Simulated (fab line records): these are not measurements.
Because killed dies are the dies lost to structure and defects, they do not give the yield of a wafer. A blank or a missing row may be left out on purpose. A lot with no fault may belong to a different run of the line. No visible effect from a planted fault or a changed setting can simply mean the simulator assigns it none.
Chamber matching :: flow sky130 :: cmp-02 running SKY_VIA2_CMP_02: 4 sister chambers
The step polishes SiO2. 7 wafers are shown with their chamber, then 7 later ones without.

WAFERS, EACH WITH ITS CHAMBER
wafer: L813.1
chamber: 1
motor current A (A): 11.7

wafer: L813.2
chamber: 2
motor current A (A): 11.8

wafer: L818.2
chamber: 0
motor current A (A): 12.2

wafer: L818.3
chamber: 1
motor current A (A): 12.2

wafer: L818.5
chamber: 3
motor current A (A): 10.8

wafer: L826.2
chamber: 2
motor current A (A): 11.9

wafer: L826.3
chamber: 0
motor current A (A): 12.3

WAFERS WHOSE CHAMBER IS MISSING
wafer: L826.4
motor current A (A): 10.4

wafer: L827.1
motor current A (A): 11.9

wafer: L827.2
motor current A (A): 11.7

wafer: L827.4
motor current A (A): 10.3

wafer: L828.1
motor current A (A): 12.0

wafer: L828.4
motor current A (A): 12.5

wafer: L828.6
motor current A (A): 10.8

EACH ONE'S CHAMBER
wafer: L826.4
from the rows above: 3
in truth: 3

wafer: L827.1
from the rows above: can't be placed: 1 or 2 or 0
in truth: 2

wafer: L827.2
from the rows above: can't be placed: 2 or 1 or 0
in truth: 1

wafer: L827.4
from the rows above: 3
in truth: 3

wafer: L828.1
from the rows above: can't be placed: 1 or 2 or 0
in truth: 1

wafer: L828.4
from the rows above: can't be placed: 0 or 1 or 2
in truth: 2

wafer: L828.6
from the rows above: 3
in truth: 3
Correctly placed: 3 of 7. Unplaceable from these rows: 4, with the true chamber sitting among the candidates in 4. Placed wrongly: 0.
How it was worked out, from the rows above alone: a wafer's distance from a chamber is the root of the sum, over the readings, of the square of ((its reading less the chamber's mean) divided by the reading's scatter). If the next closest chamber is less than 2 further off than the closest, the wafer can't be placed; otherwise it belongs to the closest. For every chamber, the mean is computed from those of its wafers that are shown. The scatter: the root of (the sum of the squares of (reading less its chamber's mean) over the shown wafers, divided by (wafers less chambers)).
